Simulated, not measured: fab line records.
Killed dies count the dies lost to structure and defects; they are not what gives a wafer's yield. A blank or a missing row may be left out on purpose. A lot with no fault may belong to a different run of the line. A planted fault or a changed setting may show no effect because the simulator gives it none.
Struck lot and sound lot, side by side || flow sky130 || 44 out of 708 route steps
Sound: wafers L937.3, L937.4, L937.6. Struck: wafers L943.2, L943.3, L943.4. The cause comes at the end.
For every step that has rows: the tool of each side, followed by ch and its chambers, followed by its first start. Under that, the readings that differ: sound wafers || struck wafers || difference of the means || sigmas: that difference in standard deviations of wafers without a fault.
alike: a reading whose means differ by less than 2 such deviations, as well as words and numbers matching on both sides. not compared: withheld readings; readings where some wafer has no value; bounds like >300 that might hide an equal value; numbers whose values overlap and for which the record gives no deviation.
A row with sigmas, a row that says differs or no value, or rows on one side alone: a step with any of these is where the two part. Non-overlapping numbers with no deviation appear without sigmas and do not part them. A reading that every wafer of one side lacks parts them only if that side has two wafers or more.

SKY_VIA3_ETCH_15: etches SiO2 in C4F8/O2/Ar, stops on TiN, target depth 507 nm, time 78 s.
  sound on rieDiel-03 ch 1,3, day 42 18:16; struck on rieDiel-03 ch 0,2,3, day 44 15:50
  alike: oesProductAu
  not compared: rfHoursCounterH
SKY_VIA3_STRIP_16: strips in O2/N2.
  sound on plasmaAsher-02 ch 0,1, day 42 18:21; struck on plasmaAsher-03 ch 0,1, day 44 15:54
{"reading": "stripTimeToEndpointS (s)", "sound": "4.120 4.125 4.131", "struck": "4.047 4.056 4.092", "difference": -0.060, "sigmas": -2}
  alike: drypumpMotorCurrentA, oesProductAu
  not compared: rfHoursCounterH
then, 5 steps without rows for these wafers: SKY_VIA3_STRIP_17 (strips in post etch residue remover, time 1200 s); SKY_VIA3_CLEAN_18 (cleans in IPA, time 180 s); SKY_VIA3_CLEAN_19 (cleans in O3/DIW); SKY_VIA3_SPUTTER_20 (material TiN, target thk 20 nm, time 80 s); SKY_VIA3_CVD_21 (deposits W, target thk 390 nm, time 117.31 s).
SKY_VIA3_RS_MEAS_22: measures by four-point-probe.
  sound: filmMetro-03 at day 42 19:34; struck: filmMetro-02 at day 44 16:55
  alike: VIA3_W_RS
SKY_VIA3_THK_MEAS_23: measures by xrf.
  sound: filmMetro-03 at day 42 19:40; struck: filmMetro-02 at day 44 17:02
  alike: VIA3_W_THK
then, 1 step without rows for these wafers: SKY_VIA3_CMP_24 (polishes, stops on SiO2, t overpolish 20 s, target thk 0 nm).
SKY_METAL4_SPUTTER_00: material Ti, target thk 15 nm, time 10 s.
  sound: pvdSputter-01 at day 42 20:00; struck: pvdSputter-03 at day 44 22:01
  alike: throttleValvePct
then, 1 step without rows for these wafers: SKY_METAL4_SPUTTER_01 (material TiN, target thk 20 nm, time 16.7 s).
SKY_METAL4_SPUTTER_02: material AlCu, target thk 735 nm, time 39.1 s.
  sound: pvdSputter-01 at day 42 20:03; struck: pvdSputter-03 at day 44 22:04
  alike: throttleValvePct
then, 2 steps without rows for these wafers: SKY_METAL4_SPUTTER_03 (material Ti, target thk 5 nm, time 3.3 s); SKY_METAL4_SPUTTER_04 (material TiN, target thk 70 nm, time 58.3 s).
SKY_CAP2M_CVD_00: deposits SiO2, target thk 15.5 nm.
  sound on pecvd-04 ch 0,1,2, day 42 20:10; struck on pecvd-03 ch 1,2, day 44 22:10
  alike: heaterPowerW
SKY_CAP2M_THK_MEAS_01:
  sound: filmMetro-04 at day 42 20:12; struck: filmMetro-04 at day 44 22:12
  alike: CAP2M_CVD_00_THK
then, 1 step without rows for these wafers: SKY_CAP2M_SPUTTER_02 (material TiN, target thk 200 nm, time 166.7 s).
SKY_CAP2M_RS_MEAS_03: measures by four-point-probe.
  sound: filmMetro-01 at day 42 20:23; struck: filmMetro-04 at day 44 22:23
  alike: CAP2M_TIN_RS
SKY_CAP2M_THK_MEAS_04: measures by xrf.
  sound: filmMetro-01 at day 42 20:29; struck: filmMetro-04 at day 44 22:29
  alike: CAP2M_TIN_THK
then, 7 steps without rows for these wafers: SKY_CAP2M_DEHYDRATE_05 (time 60 s); SKY_CAP2M_HMDS_06 (prime time 60 s); SKY_CAP2M_COAT_07 (resist thk 1140 nm); SKY_CAP2M_SOFTBAKE_08 (time 60 s); SKY_CAP2M_EXPOSE_09 (exposes mask CAP2M, target cd 1000 nm); SKY_CAP2M_PEB_10; SKY_CAP2M_DEVELOP_11 (develop time 60 s).
SKY_CAP2M_OVL_MEAS_12:
  sound: overlay-02 at day 43 18:25; struck: overlay-01 at day 45 17:40
  alike: CAP2M_OVL
then, 1 step without rows for these wafers: SKY_CAP2M_METAL_ETCH_13 (etches TiN in Cl2/BCl3, stops on SiO2, target depth 220 nm, time 62.9 s).
SKY_CAP2M_STRIP_14: strips in O2/N2.
  sound on plasmaAsher-04 ch 0,1, day 43 18:38; struck on plasmaAsher-04 ch 0,1, day 45 17:46
  alike: drypumpMotorCurrentA, oesProductAu, stripTimeToEndpointS
  not compared: rfHoursCounterH
then, 11 steps without rows for these wafers: SKY_CAP2M_STRIP_15 (strips in post etch residue remover, time 1200 s); SKY_CAP2M_CLEAN_16 (cleans in IPA, time 180 s); SKY_CAP2M_CLEAN_17 (cleans in O3/DIW); SKY_METAL4_DEHYDRATE_05 (time 60 s); SKY_METAL4_HMDS_06 (prime time 60 s); SKY_METAL4_COAT_07 (resist thk 60 nm); SKY_METAL4_COAT_08 (resist thk 1140 nm); SKY_METAL4_SOFTBAKE_09 (time 90 s); SKY_METAL4_EXPOSE_10 (exposes mask MM4, target cd 300 nm); SKY_METAL4_PEB_11; SKY_METAL4_DEVELOP_12 (develop time 60 s).
SKY_METAL4_CD_MEAS_13: the cd target is 300 nm.
  sound: cdSem-02 at day 44 16:56; struck: cdSem-02 at day 46 14:26
  alike: cdNm
SKY_METAL4_METAL_ETCH_18: etches the open film in Cl2/BCl3, stops on SiO2, target depth 845 nm, time 183.1 s.
  sound on rieMetal-04 ch 0,1, day 44 17:17; struck on rieMetal-04 ch 0,1, day 46 14:43
{"reading": "oesProductAu (a.u.)", "sound": "0.867 0.879 0.864", "struck": "0.810 0.813 0.818", "difference": -0.056, "sigmas": -9}
  alike: drypumpMotorCurrentA, heBacksideLeakSccm, throttleValvePct
  not compared: rfHoursCounterH
-- the record jumps here: 3 days lie between the struck wafers' starts before and after (it left off in module METAL4 and takes up again in module PAD_OPEN, whose first step shown is number 708 of the route) --
SKY_PAD_OPEN_PROBE_99:
  sound: prober-02 at day 48 13:08; struck: prober-02 at day 50 01:20
{"reading": "model.etest.met4.rsOhmSqRimLessCentre", "sound": "8.509e-05 0.0002252 0.0006295", "struck": "0.01393 0.01394 0.01407", "difference": "+0.01367", "sigmas": ""}
  alike: defectLimitedYield, killed_at_M0_to_M3, killed_at_M4_up, killedAtContacts, killedAtFrontEnd, killedAtOther, killedDies, killedOpen, killedShort, sort_bin_3_pad_short, sort_bin_5_function, sort_bin_6_memory, sortNPass, sortYieldPct

== WHERE THEY PART ==
Earliest at SKY_VIA3_STRIP_16; latest, in this record, at SKY_METAL4_METAL_ETCH_18. Later steps at which nothing parts them and some readings are alike: SKY_PAD_OPEN_PROBE_99.

WHY: what the simulator had put in
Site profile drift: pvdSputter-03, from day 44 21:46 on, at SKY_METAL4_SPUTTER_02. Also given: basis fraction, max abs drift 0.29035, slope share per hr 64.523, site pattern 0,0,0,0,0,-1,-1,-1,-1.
